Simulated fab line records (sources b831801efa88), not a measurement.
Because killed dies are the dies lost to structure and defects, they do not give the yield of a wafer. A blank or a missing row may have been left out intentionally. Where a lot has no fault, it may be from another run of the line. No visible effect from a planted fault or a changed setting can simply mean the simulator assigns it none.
A lot that was struck, set against a sound lot :: flow sky130 :: 34 steps out of a route of 708
Sound: the wafers L270.1, L270.5, L270.6. Struck: wafers L288.2, L288.4, L288.6. The cause is given at the end.
For every step that has rows: the tool of each side, followed by ch and its chambers, followed by its first start. Under that, the readings that differ: sound wafers :: struck wafers :: difference of the means :: sigmas: that difference in standard deviations of wafers without a fault.
alike: readings with means less than 2 such deviations apart, plus words and numbers identical on both sides. not compared: withheld readings, readings lacking a value on some wafer, bounds such as >300 that could conceal the same value, and numbers that have no deviation in the record and whose values overlap.
Wherever a step has rows on one side only, a row that says differs or no value, or a row with sigmas, the two part there. Non-overlapping numbers with no deviation appear without sigmas and do not part them. Lack of a reading on every wafer of one side parts them only where that side has two or more wafers.

first, 9 steps without rows for these wafers: SKY_VIA2_DEHYDRATE_04 (time 60 s); SKY_VIA2_HMDS_05 (prime time 60 s); SKY_VIA2_COAT_06 (resist thk 60 nm); SKY_VIA2_COAT_07 (resist thk 450 nm); SKY_VIA2_SOFTBAKE_08 (time 90 s); SKY_VIA2_EXPOSE_09 (exposes mask VIM2, target cd 200 nm); SKY_VIA2_PEB_10; SKY_VIA2_DEVELOP_11 (develop time 60 s); SKY_VIA2_ETCH_14 (etches BARC in N2/H2, stops on SiO2, time 45.9 s, target depth 60 nm).
SKY_VIA2_ETCH_15: etches SiO2 in C4F8/O2/Ar, stops on TiN, target depth 546 nm, time 84 s.
  sound on rie_diel-01 ch 1,2,3, day 36 04:06; struck on rie_diel-01 ch 0,1,2, day 41 14:21
  alike: chamber_pressure_mTorr, oes_product_au, rf_fwd_power_W
  not compared: rf_hours_counter_h
then, 23 steps without rows for these wafers: SKY_VIA2_STRIP_16 (strips in O2/N2); SKY_VIA2_STRIP_17 (strips in post etch residue remover, time 1200 s); SKY_VIA2_CLEAN_18 (cleans in IPA, time 180 s); SKY_VIA2_CLEAN_19 (cleans in O3/DIW); SKY_VIA2_SPUTTER_20 (material TiN, target thk 20 nm, time 80 s); SKY_VIA2_CVD_21 (deposits W, target thk 420 nm, time 126.4 s); SKY_VIA2_CMP_24 (polishes, stops on SiO2, t overpolish 20 s, target thk 0 nm); SKY_METAL3_SPUTTER_00 (material Ti, target thk 15 nm, time 10 s); SKY_METAL3_SPUTTER_01 (material TiN, target thk 20 nm, time 16.7 s); SKY_METAL3_SPUTTER_02 (material AlCu, target thk 735 nm, time 39.1 s); SKY_METAL3_SPUTTER_03 (material Ti, target thk 5 nm, time 3.3 s); SKY_METAL3_SPUTTER_04 (material TiN, target thk 70 nm, time 58.3 s); SKY_CAPM_CVD_00 (deposits SiO2, target thk 15.5 nm); SKY_CAPM_SPUTTER_02 (material TiN, target thk 200 nm, time 166.7 s); SKY_CAPM_DEHYDRATE_05 (time 60 s); SKY_CAPM_HMDS_06 (prime time 60 s); SKY_CAPM_COAT_07 (resist thk 1140 nm); SKY_CAPM_SOFTBAKE_08 (time 60 s); SKY_CAPM_EXPOSE_09 (exposes mask CAPM, target cd 1000 nm); SKY_CAPM_PEB_10; SKY_CAPM_DEVELOP_11 (develop time 60 s); SKY_CAPM_METAL_ETCH_13 (etches TiN in Cl2/BCl3, stops on SiO2, target depth 220 nm, time 62.9 s); SKY_CAPM_STRIP_14 (strips in O2/N2).
-- the record jumps here: 8 days lie between the struck wafers' starts before and after (it left off in module CAPM and takes up again in module PAD_OPEN, whose first step shown is number 708 of the route) --
SKY_PAD_OPEN_PROBE_99:
  sound: prober-02 at day 45 17:34; struck: prober-01 at day 49 19:25
reading: defect_limited_yield (%)
sound: 83.7 85.2 76.8
struck: 78.9 75.6 75.8
difference: -5.1
sigmas: -3

reading: killed_at_M0_to_M3
sound: 41 35 51
struck: 60 85 76
difference: +31
sigmas: +4

reading: killed_dies
sound: 80 73 114
struck: 104 120 119
difference: +25
sigmas: +3

reading: sort_bin_3_pad_short (%)
sound: 0.6 1.0 0.6
struck: 2.8 0.8 2.6
difference: +1.3
sigmas: +3

reading: sort_bin_5_function (%)
sound: 11.4 8.7 11.8
struck: 9.8 17.7 14.0
difference: +3.2
sigmas: +2

reading: sort_n_pass
sound: 412 419 378
struck: 388 372 373
difference: -25
sigmas: -3

reading: sort_yield_pct (%)
sound: 83.7 85.2 76.8
struck: 78.9 75.6 75.8
difference: -5.1
sigmas: -3
  alike: killed_at_M4_up, killed_at_contacts, killed_at_front_end, killed_at_other, killed_open, killed_short, sort_bin_6_memory
  not compared: model.etest.tester.sort_n_pass, model.etest.tester.sort_yield_pct, model.etest.tester.sort_bin_5_pct, model.etest.tester.sort_bin_3_pct

== WHERE THEY PART ==
Only at SKY_PAD_OPEN_PROBE_99, within this record.

WHY: what had been put in by the simulator
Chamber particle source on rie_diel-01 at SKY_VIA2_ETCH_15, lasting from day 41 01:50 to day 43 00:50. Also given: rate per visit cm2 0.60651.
